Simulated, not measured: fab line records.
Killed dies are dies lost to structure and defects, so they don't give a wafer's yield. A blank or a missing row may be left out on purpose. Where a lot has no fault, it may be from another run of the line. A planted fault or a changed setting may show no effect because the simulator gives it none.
Which tool was responsible? :: flow sky130 :: Sampling: 6 lots, 18 wafers, 4 of 708 route steps

== WHAT EACH GAUGE READ, for each wafer ==
SKY_LDD_LDN_TW_MEAS_13.
lot: L506
measured: day 24 16:20
on: filmMetro-01
LDD_LDN_TW: 1489 1490 1488

lot: L508
measured: day 25 00:30
on: filmMetro-01
LDD_LDN_TW: 1504 1500 1500

lot: L510
measured: day 25 14:36
on: filmMetro-03
LDD_LDN_TW: 1488 1482 1481

lot: L513
measured: day 26 15:22
on: filmMetro-01
LDD_LDN_TW: 1506 1506 1509

lot: L515
measured: day 27 03:06
on: filmMetro-04
LDD_LDN_TW: 1470 1468 1473

lot: L517
measured: day 27 17:30
on: filmMetro-01
LDD_LDN_TW: 1497 1498 1498

== WHAT TOOL EACH LOT RAN ON (gives the tool, then ch and the chambers of the sampled wafers, and finally the start) ==
lot: L506
SKY_VT_ADJUST_LVTN_STRIP_20: plasmaAsher-01 ch 0,1, day 8 23:30
SKY_POLY_GATE_ETCH_17: rieSi-02 ch 0,3, day 18 02:40
SKY_POLY_GATE_STRIP_18: plasmaAsher-02 ch 0,1, day 18 02:46

lot: L508
SKY_VT_ADJUST_LVTN_STRIP_20: plasmaAsher-03 ch 0,1, day 9 06:04
SKY_POLY_GATE_ETCH_17: rieSi-01 ch 1,2,3, day 18 10:01
SKY_POLY_GATE_STRIP_18: plasmaAsher-02 ch 0,1, day 18 10:05

lot: L510
SKY_VT_ADJUST_LVTN_STRIP_20: plasmaAsher-03 ch 0,1, day 9 19:39
SKY_POLY_GATE_ETCH_17: rieSi-02 ch 0,1,3, day 19 02:16
SKY_POLY_GATE_STRIP_18: plasmaAsher-01 ch 0,1, day 19 02:20

lot: L513
SKY_VT_ADJUST_LVTN_STRIP_20: plasmaAsher-01 ch 0,1, day 10 13:54
SKY_POLY_GATE_ETCH_17: rieSi-01 ch 2,3, day 20 03:16
SKY_POLY_GATE_STRIP_18: plasmaAsher-03 ch 0, day 20 03:20

lot: L515
SKY_VT_ADJUST_LVTN_STRIP_20: plasmaAsher-04 ch 0,1, day 10 23:15
SKY_POLY_GATE_ETCH_17: rieSi-01 ch 0,1,3, day 20 18:21
SKY_POLY_GATE_STRIP_18: plasmaAsher-02 ch 0,1, day 20 18:25

lot: L517
SKY_VT_ADJUST_LVTN_STRIP_20: plasmaAsher-04 ch 0,1, day 11 08:18
SKY_POLY_GATE_ETCH_17: rieSi-01 ch 0,2,3, day 21 07:36
SKY_POLY_GATE_STRIP_18: plasmaAsher-03 ch 0,1, day 21 07:40
- SKY_VT_ADJUST_LVTN_STRIP_20: strips in O2/N2.
- SKY_POLY_GATE_ETCH_17: etches poly-Si in HBr/Cl2, stops on SiO2, target depth 180 nm, time 70.5 s.
- SKY_POLY_GATE_STRIP_18: strips in O2/N2.

== THE ANSWER, worked out from the rows above alone ==
Rule: the lots themselves supply what counts as usual. Put in order of their means at a reading, lots are off if they are a third of the lots or fewer, leave a main group of 4 or more, and stand apart from it by a gap of 3 or more times the standard deviation of the main group's means; of several such gaps the widest counts. If all means in a main group match to the digits the tables above print for the reading, that group is not used. A lot without any number at a reading at which 4 lots or more have one is off too. Any other lot the step has rows for is counted as sound.
Across all readings shown, no lot is off: no conclusion can be drawn from this.

== WHAT THE SIMULATOR PUT IN ==
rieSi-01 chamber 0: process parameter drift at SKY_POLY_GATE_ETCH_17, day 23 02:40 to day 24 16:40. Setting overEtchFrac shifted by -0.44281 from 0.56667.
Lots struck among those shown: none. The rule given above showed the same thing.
